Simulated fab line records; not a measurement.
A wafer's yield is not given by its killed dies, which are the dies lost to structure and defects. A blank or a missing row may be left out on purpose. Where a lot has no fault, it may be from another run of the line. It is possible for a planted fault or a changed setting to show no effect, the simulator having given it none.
Chamber matching + flow sky130 + SKY_VIA4_CMP_02 on cmp-01: 4 sister chambers
The step polishes SiO2. 14 wafers are shown with their chamber, then 7 later ones without.

WAFERS PAIRED WITH THEIR CHAMBERS
| wafer  | chamber | motor-current-A (A) | retaining-ring-pressure-frac |
|--------|---------|---------------------|------------------------------|
| L599.1 | 3       | 10.2                | 1.001                        |
| L599.2 | 1       | 12.3                | 0.998                        |
| L599.4 | 0       | 14.7                | 0.993                        |
| L605.2 | 3       | 11.0                | 1.002                        |
| L605.5 | 3       | 11.1                | 1.004                        |
| L605.6 | 0       | 14.9                | 0.997                        |
| L608.1 | 0       | 14.7                | 1.010                        |
| L608.4 | 1       | 12.4                | 1.003                        |
| L608.5 | 0       | 14.2                | 1.006                        |
| L611.3 | 2       | 11.2                | 1.010                        |
| L611.4 | 3       | 11.0                | 0.997                        |
| L611.5 | 2       | 11.2                | 1.009                        |
| L614.1 | 3       | 11.4                | 1.001                        |
| L614.3 | 0       | 14.6                | 1.002                        |

SIGNATURES, as means of the wafers listed above
| reading                      | chamber 0 | chamber 1 | chamber 2 | chamber 3 | scatter within a chamber |
|------------------------------|-----------|-----------|-----------|-----------|--------------------------|
| motor-current-A              | 14.620    | 12.350    | 11.200    | 10.940    | 0.326                    |
| retaining-ring-pressure-frac | 1.00160   | 1.00050   | 1.00950   | 1.00100   | 0.00473                  |
Rule: for each reading, subtract the chamber's mean from the wafer's reading, divide by that reading's scatter and square the result; add these up over the readings and take the root, which gives the wafer's distance from the chamber. The wafer belongs to the nearest chamber; if the next one is less than 2 further off, it can't be placed. The scatter is the square root of a quotient: the sum, over the shown wafers, of each reading's squared deviation from its chamber's mean, divided by wafers minus chambers.

WAFERS MISSING THEIR CHAMBER
| wafer  | motor-current-A (A) | retaining-ring-pressure-frac |
|--------|---------------------|------------------------------|
| L614.6 | 11.7                | 1.009                        |
| L619.1 | 10.9                | 1.002                        |
| L619.4 | 14.7                | 1.007                        |
| L619.6 | 12.1                | 1.002                        |
| L620.1 | 12.0                | 1.006                        |
| L620.3 | 14.9                | 1.007                        |
| L620.4 | 11.6                | 0.997                        |

EACH ONE'S CHAMBER
| wafer  | from the rows above          | in truth |
|--------|------------------------------|----------|
| L614.6 | can't be placed: 2 or 1 or 3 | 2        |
| L619.1 | can't be placed: 3 or 2      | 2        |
| L619.4 | 0                            | 0        |
| L619.6 | 1                            | 1        |
| L620.1 | can't be placed: 1 or 2 or 3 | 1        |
| L620.3 | 0                            | 0        |
| L620.4 | can't be placed: 3 or 1 or 2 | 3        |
Placed correctly: 3 of 7. Not placeable from these rows: 4 (in 4, the candidates include the true chamber). Number placed wrongly: 0.
